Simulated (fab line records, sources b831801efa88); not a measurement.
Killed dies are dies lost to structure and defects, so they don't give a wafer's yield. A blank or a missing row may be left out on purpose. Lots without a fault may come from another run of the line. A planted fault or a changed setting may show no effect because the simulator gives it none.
One fault seen from 2 desks | flow gf180mcu | each desk has only its own numbers; what lay behind them comes last

THE METROLOGY DESK
What the gauges read, lot by lot, whatever tool the lot ran on: means of the sampled wafers that have a number. A lot is out of limits, marked OUT, if its mean lies more than 4 standard deviations from the usual mean; the brackets give that distance.
Columns: A = PSD_RS at GF_PSD_RS_MEAS_15, usual 108.59 ohm/sq; B = SAB_CVD_00_THK at GF_SAB_THK_MEAS_01, usual 49.8 nm; C = cd_nm at GF_SAB_CD_MEAS_09, usual 419.4 nm; D = SAB_OVL at GF_SAB_OVL_MEAS_10, usual 0.2 nm
lot  | first seen here | A      | B    | C     | D
L230 | day 15 08:38    | 108.67 | 50.1 | 421.4 | 0.3
L236 | day 17 14:50    | 108.77 | 49.9 | 419.8 | 3.0
L239 | day 18 10:22    | 108.71 | 49.7 | 417.6 | -1.0
L240 | day 18 18:24    | 108.21 | 49.4 | 418.4 | 0.4
L248 | day 21 16:08    | 109.11 | 49.9 | 416.9 | 1.2
L249 | day 21 19:11    | 108.60 | 49.9 | 419.8 | 0.9
This desk's finding: nothing out of limits on any of the 6 lots.

THE TOOL OWNER'S DESK: rie_diel-03
The tool's own readings at GF_SAB_ETCH_11 (etches SiO2 in C4F8/O2/Ar, target depth 55 nm, time 8.5 s): means of the sampled wafers that have a number, for each lot that ran on this tool. A lot is out of limits, marked OUT, if its mean lies more than 4 standard deviations from the usual mean; the brackets give that distance.
Columns: A = oes_product_au at GF_SAB_ETCH_11, usual 1.000 a.u.
lot  | first seen here | A
L236 | day 18 14:13    | 1.059 (+4.9) OUT
L239 | day 19 10:22    | 1.063 (+5.3) OUT
L248 | day 22 15:10    | 1.004
This desk's finding: out of limits on L236, L239; first on L236, day 18 14:13 (oes_product_au at GF_SAB_ETCH_11). In limits: L248.

PUT TOGETHER
The tool owner's desk could have raised an alarm at day 18 14:13, on L236, L239.
The metrology desk saw nothing out of limits.
The metrology desk has L236, L239 on record, within its limits.
Of the lots named, all ran GF_SAB_ETCH_11 on rie_diel-03.

WHAT THE SIMULATOR HAD PUT IN
Process parameter drift: rie_diel-03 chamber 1, from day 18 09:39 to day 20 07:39, at GF_SAB_ETCH_11. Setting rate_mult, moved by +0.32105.
Lots struck among those shown: L236, L239.
Hours from the fault's start to each desk's first reading out of limits: the tool owner's desk, 5.
